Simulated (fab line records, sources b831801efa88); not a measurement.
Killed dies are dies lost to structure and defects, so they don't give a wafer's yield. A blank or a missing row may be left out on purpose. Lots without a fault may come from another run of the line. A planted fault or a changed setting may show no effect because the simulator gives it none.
fab line records | flow sky130
record lots=6 wafers=18 last_day=50
route steps=708 shown VIA3@591 METAL4@598 CAP2M@603 PAD_OPEN@708
lots that met no fault: from a run of the same line without faults
start_h: hours from the record's first day to the start of the lot's first wafer shown | wait_h: hours since the lot's step before | " the same as in the row above | L1.1+2: a row that stands for several wafers | - no value, or no start given | * or withheld: withheld | < > ~ a bound
route shown NAME@n: a module of which the file shows steps, and the number in the route of the first | usual: mean/standard deviation of fault-free wafers | same: alike in all rows | chamber/n: place in a boat | sites: the reading at each site | _std_site: their standard deviation | _edge_site: outer sites' mean less inner sites' | radius_mm: how far each site lies from the wafer's centre | mask NAME#n: copy n | behind: the tool/chamber that last shaped the wafer | hold: why the lot was held/for how many hours/how that ended | device: the transistor (n, p or np) that didn't switch | end of line: the same wafers' tests at the end of the route | a step without rows: its recipe alone | killed: dies lost to structure and defects at the first sort, not the wafer's yield | map: a wafer's dies, x killed, . not, _ none there
set.NAME: the setting as run; set.NAME@STEP: as run at that earlier step | model.NAME: the simulator's own value behind a step, which no gauge read
lots at some steps of the route; a table a step, a row a wafer
services: from which hour (start_h, from the record's first day; less than 0 if before it) a tool's chamber was out of use, for how many hours, and why
## steps
# step SKY_VIA3_CLEAN_18
# recipe chemistry=IPA time_s=180 temp_c=25
# step SKY_VIA3_CLEAN_19
# recipe chemistry=O3/DIW dry=n2_spin
# step SKY_VIA3_SPUTTER_20
# recipe material=TiN target_thk_nm=20 chamber_pressure_pa=5 power_w=4000 time_s=80
# usual throttle_valve_pct=30.2/0.55
# columns lot.wafer tool chamber start_h wait_h throttle_valve_pct
L254.1 pvd_sputter-04 - 961.41 0.0 29.8
L254.3 " - " " 30.1
L254.4 " - " " 30.7
L259.1 pvd_sputter-02 - 990.61 0.0 30.0
L259.2 " - " " 30.4
L259.6 " - " " 30.2
L261.1 pvd_sputter-03 - 1009.97 0.0 30.6
L261.2 " - " " 30.1
L261.6 " - " " 30.5
L269.2 pvd_sputter-02 - 1059.35 0.0 31.0
L269.3 " - " " 30.7
L269.6 " - " " 30.7
L272.1 pvd_sputter-03 - 1077.86 0.0 29.9
L272.2 " - " " 28.9
L272.3 " - " " 30.2
L274.2 pvd_sputter-04 - 1095.31 0.0 29.7
L274.3 " - " " 30.0
L274.5 " - " " 29.5
# step SKY_VIA3_CVD_21
# recipe material=W target_thk_nm=390 time_s=117.31 temp_c=400 pressure_torr=40
# step SKY_VIA3_RS_MEAS_22
# recipe thk_meas_gauge=four-point-probe reads=W_of_VIA3_CVD_21+TiN_of_VIA3_SPUTTER_20
# usual VIA3_W_RS=0.2923/0.0025
# columns lot.wafer tool chamber start_h wait_h VIA3_W_RS[ohm/sq]
L254.1 film_metro-02 - 961.60 0.1 0.2931
L254.3 " - " " 0.2926
L254.4 " - " " 0.2937
L259.1 film_metro-03 - 990.79 0.1 0.2949
L259.2 " - " " 0.2895
L259.6 " - " " 0.2958
L261.1 film_metro-02 - 1010.15 0.1 0.2956
L261.2 " - " " 0.2956
L261.6 " - " " 0.2962
L269.2 film_metro-01 - 1059.55 0.1 0.2946
L269.3 " - " " 0.2910
L269.6 " - " " 0.2907
L272.1 film_metro-02 - 1078.05 0.1 0.2899
L272.2 " - " " 0.2895
L272.3 " - " " 0.2902
L274.2 film_metro-02 - 1095.51 0.1 0.2924
L274.3 " - " " 0.2916
L274.5 " - " " 0.2932
# step SKY_VIA3_THK_MEAS_23
# recipe thk_meas_gauge=xrf reads=W_of_VIA3_CVD_21
# usual VIA3_W_THK=376/5.3
# columns lot.wafer tool chamber start_h wait_h VIA3_W_THK[nm]
L254.1 film_metro-02 - 961.72 0.1 374
L254.3 " - " " 374
L254.4 " - " " 376
L259.1 film_metro-03 - 990.91 0.1 370
L259.2 " - " " 377
L259.6 " - " " 369
L261.1 film_metro-02 - 1010.27 0.1 372
L261.2 " - " " 371
L261.6 " - " " 370
L269.2 film_metro-01 - 1059.66 0.1 382
L269.3 " - " " 387
L269.6 " - " " 386
L272.1 film_metro-02 - 1078.17 0.1 378
L272.2 " - " " 375
L272.3 " - " " 376
L274.2 film_metro-02 - 1095.62 0.1 372
L274.3 " - " " 374
L274.5 " - " " 375
# step SKY_VIA3_CMP_24
# recipe stop_on=SiO2 t_overpolish_s=20 down_force_psi=3.5 platen_rpm=60 target_thk_nm=0 pad_velocity_m_s=0.94248
# step SKY_METAL4_SPUTTER_00
# recipe material=Ti target_thk_nm=15 power_w=3000 time_s=10 chamber_pressure_pa=0.4
# step SKY_METAL4_SPUTTER_01
# recipe material=TiN target_thk_nm=20 power_w=6500 time_s=16.7 chamber_pressure_pa=0.4
# usual throttle_valve_pct=29.9/0.82
# columns lot.wafer tool chamber start_h wait_h throttle_valve_pct
L254.1 pvd_sputter-03 - 962.10 0.0 29.8
L254.3 " - " " 30.5
L254.4 " - " " 29.2
L259.1 pvd_sputter-04 - 991.29 0.0 29.6
L259.2 " - " " 30.1
L259.6 " - " " 30.6
L261.1 pvd_sputter-04 - 1010.65 0.0 30.1
L261.2 " - " " 30.1
L261.6 " - " " 30.1
L269.2 pvd_sputter-01 - 1060.03 0.0 30.3
L269.3 " - " " 30.0
L269.6 " - " " 27.9
L272.1 pvd_sputter-04 - 1078.55 0.0 29.5
L272.2 " - " " 30.2
L272.3 " - " " 30.7
L274.2 pvd_sputter-04 - 1095.99 0.0 30.7
L274.3 " - " " 30.2
L274.5 " - " " 29.5
# step SKY_METAL4_SPUTTER_02
# recipe material=AlCu target_thk_nm=735 power_w=10600 time_s=39.1 chamber_pressure_pa=0.4
# usual throttle_valve_pct=29.9/0.83
# columns lot.wafer tool chamber start_h wait_h throttle_valve_pct
L254.1 pvd_sputter-03 - 962.13 0.0 29.8
L254.3 " - " " 30.3
L254.4 " - " " 29.1
L259.1 pvd_sputter-04 - 991.32 0.0 29.4
L259.2 " - " " 30.2
L259.6 " - " " 30.3
L261.1 pvd_sputter-04 - 1010.68 0.0 30.0
L261.2 " - " " 30.1
L261.6 " - " " 30.2
L269.2 pvd_sputter-01 - 1060.06 0.0 30.1
L269.3 " - " " 30.0
L269.6 " - " " 27.8
L272.1 pvd_sputter-04 - 1078.58 0.0 29.5
L272.2 " - " " 30.2
L272.3 " - " " 30.6
L274.2 pvd_sputter-04 - 1096.02 0.0 30.4
L274.3 " - " " 30.0
L274.5 " - " " 29.2
# step SKY_METAL4_SPUTTER_03
# recipe material=Ti target_thk_nm=5 power_w=3000 time_s=3.3 chamber_pressure_pa=0.4
# usual throttle_valve_pct=29.9/0.83
# columns lot.wafer tool chamber start_h wait_h throttle_valve_pct
L254.1 pvd_sputter-03 - 962.16 0.0 30.1
L254.3 " - " " 30.2
L254.4 " - " " 28.7
L259.1 pvd_sputter-04 - 991.36 0.0 29.2
L259.2 " - " " 30.1
L259.6 " - " " 30.4
L261.1 pvd_sputter-04 - 1010.72 0.0 29.8
L261.2 " - " " 30.0
L261.6 " - " " 30.2
L269.2 pvd_sputter-01 - 1060.10 0.0 30.1
L269.3 " - " " 30.0
L269.6 " - " " 28.0
L272.1 pvd_sputter-04 - 1078.62 0.0 29.3
L272.2 " - " " 30.2
L272.3 " - " " 30.6
L274.2 pvd_sputter-04 - 1096.06 0.0 30.8
L274.3 " - " " 30.1
L274.5 " - " " 29.5
# step SKY_METAL4_SPUTTER_04
# recipe material=TiN target_thk_nm=70 power_w=6500 time_s=58.3 chamber_pressure_pa=0.4
# usual throttle_valve_pct=29.9/0.83
# columns lot.wafer tool chamber start_h wait_h throttle_valve_pct
L254.1 pvd_sputter-03 - 962.18 0.0 30.1
L254.3 " - " " 30.3
L254.4 " - " " 29.0
L259.1 pvd_sputter-04 - 991.38 0.0 29.3
L259.2 " - " " 30.2
L259.6 " - " " 30.4
L261.1 pvd_sputter-04 - 1010.74 0.0 29.7
L261.2 " - " " 30.3
L261.6 " - " " 30.2
L269.2 pvd_sputter-01 - 1060.12 0.0 30.2
L269.3 " - " " 29.9
L269.6 " - " " 27.6
L272.1 pvd_sputter-04 - 1078.63 0.0 29.3
L272.2 " - " " 30.3
L272.3 " - " " 30.6
L274.2 pvd_sputter-04 - 1096.08 0.0 30.6
L274.3 " - " " 30.2
L274.5 " - " " 29.3
# step SKY_CAP2M_CVD_00
# recipe material=SiO2 target_thk_nm=15.5 temp_c=400 time_s=withheld rf_w=450
# usual heater_power_w=757/93
# columns lot.wafer tool chamber start_h wait_h heater_power_w model.SiO2_of_CAP2M_CVD_00.thk_nm
L254.1 pecvd-03 1 962.23 0.0 924 15.55
L254.3 " 0 " " 807 15.47
L254.4 " 2 " " 735 15.6
L259.1 pecvd-03 0 991.43 0.0 776 15.45
L259.2 " 1 " " 881 15.51
L259.6 " 1 " " 889 15.73
L261.1 pecvd-01 1 1010.79 0.0 732 15.7
L261.2 " 2 " " 601 15.37
L261.6 " 2 " " 611 15.91
L269.2 pecvd-03 1 1060.17 0.0 914 5.501
L269.3 " 0 " " 774 5.482
L269.6 " 0 " " 777 5.431
L272.1 pecvd-03 2 1078.68 0.0 857 5.514
L272.2 " 1 " " 902 5.591
L272.3 " 0 " " 737 5.468
L274.2 pecvd-01 2 1096.13 0.0 636 15.27
L274.3 " 1 " " 656 15.35
L274.5 " 2 " " 613 15.5
# step SKY_CAP2M_THK_MEAS_01
# recipe reads=SiO2_of_CAP2M_CVD_00
# usual CAP2M_CVD_00_THK=15.56/0.2
# columns lot.wafer tool chamber start_h wait_h hold CAP2M_CVD_00_THK[nm]
L254.1 film_metro-01 - 962.25 - - 15.49
L254.3 " - " " - 15.52
L254.4 " - " " - 15.56
L259.1 film_metro-04 - 991.45 - - 15.51
L259.2 " - " " - 15.50
L259.6 " - " " - 15.70
L261.1 film_metro-04 - 1010.81 - - 15.68
L261.2 " - " " - 15.33
L261.6 " - " " - 15.94
L269.2 film_metro-03 - 1060.20 - await_dispo/0.2h/release 5.55
L269.3 " - " " await_dispo/0.2h/release 5.48
L269.6 " - " " await_dispo/0.2h/release 5.41
L269.2 film_metro-03 - 1060.49 0.3 - 5.50
L269.3 " - " " - 5.46
L269.6 " - " " - 5.40
L272.1 film_metro-04 - 1078.70 - await_dispo/0.2h/release 5.55
L272.2 " - " " await_dispo/0.2h/release 5.64
L272.3 " - " " await_dispo/0.2h/release 5.41
L272.1 film_metro-04 - 1078.99 0.3 - 5.50
L272.2 " - " " - 5.60
L272.3 " - " " - 5.45
L274.2 film_metro-04 - 1096.16 - - 15.30
L274.3 " - " " - 15.34
L274.5 " - " " - 15.49
# step SKY_PAD_OPEN_PROBE_99
# usual defect_limited_yield=82.8/2 killed_at_M0_to_M3=43/7.2 killed_at_M4_up=3.0/2 killed_at_contacts=24/5.5 killed_at_front_end=15/4.2 killed_at_other=0.3/0.51 killed_dies=85/10 killed_open=46/7.3 killed_short=38/6.4 sort_bin_3_pad_short=0.9/0.42 sort_bin_5_function=10.3/1.5 sort_bin_6_memory=6.0/1.2 sort_n_pass=407/10 sort_yield_pct=82.8/2
# same gross_dies=492 killed_at_back_side=0 sort_bin_4_leakage[%]=0 sort_bin_8_speed[%]=0
# columns lot.wafer tool chamber start_h wait_h defect_limited_yield[%] killed_at_M0_to_M3 killed_at_M4_up killed_at_contacts killed_at_front_end killed_at_other killed_dies killed_open killed_short sort_bin_3_pad_short[%] sort_bin_5_function[%] sort_bin_6_memory[%] sort_n_pass sort_yield_pct[%]
L261.1 prober-01 - 1142.13 0.1 80.9 40 4 32 15 3 94 53 41 1.0 11.6 6.5 398 80.9
L261.2 prober-01 - 1142.18 0.1 80.9 44 3 33 14 0 94 51 43 1.4 11.0 6.7 398 80.9
L261.6 prober-01 - 1142.38 0.2 79.5 57 6 29 8 1 101 52 49 0.8 13.4 6.3 391 79.5
# killed by level:class
L261.1 CONTACT:geometric_particle:open=14 VIA2:geometric_particle:open=12 VIA1:geometric_particle:open=9 LOCAL_INTERCONNECT:geometric_particle:short=6 VIA1:geometric_particle:short=6 CONTACT:geometric_particle:short=5 POLY_GATE:geometric_particle:open=4 LI_CONTACT:geometric_particle:open=4
L261.2 CONTACT:geometric_particle:open=15 VIA1:geometric_particle:open=12 LOCAL_INTERCONNECT:geometric_particle:short=8 METAL2:geometric_particle:short=7 VIA2:geometric_particle:open=7 POLY_GATE:geometric_particle:short=5 VIA2:geometric_particle:short=5 POLY_GATE:geometric_particle:open=4
L261.6 VIA1:geometric_particle:open=10 VIA2:geometric_particle:open=10 METAL2:geometric_particle:short=9 LI_CONTACT:geometric_particle:open=8 CONTACT:geometric_particle:open=8 CONTACT:geometric_particle:short=7 LOCAL_INTERCONNECT:geometric_particle:short=5 METAL1:geometric_particle:short=5
## services
# columns tool chamber start_h hours kind
pecvd-01 - 945.89 1.4 repair
pvd_sputter-01 - 953.44 6.6 repair
pvd_sputter-04 2 984.66 - consumable_replace:kit
pvd_sputter-04 2 984.66 18.0 scheduled_down
pvd_sputter-04 2 984.66 18.0 vent_cycle
pvd_sputter-02 1 989.38 - consumable_replace:kit
pvd_sputter-02 1 989.38 18.0 scheduled_down
pvd_sputter-02 1 989.38 18.0 vent_cycle
pecvd-01 1 1015.58 2.1 scheduled_down
pecvd-01 - 1025.80 0.6 repair
pvd_sputter-01 1 1027.08 - consumable_replace:kit
pvd_sputter-01 1 1027.08 18.0 scheduled_down
pvd_sputter-01 1 1027.08 18.0 vent_cycle
pvd_sputter-03 - 1046.42 24.0 repair
pecvd-01 - 1047.41 14.6 pm
pvd_sputter-04 1 1054.19 - consumable_replace:kit
pvd_sputter-04 1 1054.19 18.0 scheduled_down
pvd_sputter-04 1 1054.19 18.0 vent_cycle
pvd_sputter-04 - 1059.59 7.5 repair
pecvd-03 0 1067.46 2.1 scheduled_down
pvd_sputter-03 1 1075.55 - consumable_replace:kit
pvd_sputter-03 1 1075.55 18.0 scheduled_down
pvd_sputter-03 1 1075.55 18.0 vent_cycle
pecvd-01 2 1075.61 2.4 repair
## key
first_sign step=SKY_CAP2M_THK_MEAS_01 reading=visit direction=added
effect step=SKY_CAP2M_THK_MEAS_01 reading=CAP2M_CVD_00_THK direction=down sigmas=51 usual=15.56 struck=5.51
model_effect step=SKY_CAP2M_CVD_00 value=SiO2_of_CAP2M_CVD_00.thk_nm without=15.49 struck=5.498
met_at SKY_CAP2M_CVD_00
struck_wafers L269.2,L269.3,L269.6,L272.1,L272.2,L272.3
scrapped_behind SKY_CAP2M_THK_MEAS_01 L269.2,L269.3,L269.6,L272.1,L272.2,L272.3
onset_between 991.43 1060.17
fault kind=process_parameter_drift tool=pecvd-03 chamber=- onset_h=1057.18 steps=SKY_CAP2M_CVD_00 channel=target_thk_nm offset=-10.047 shape=step end_h=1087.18 acts_in=these_recipes_only stated=15.5
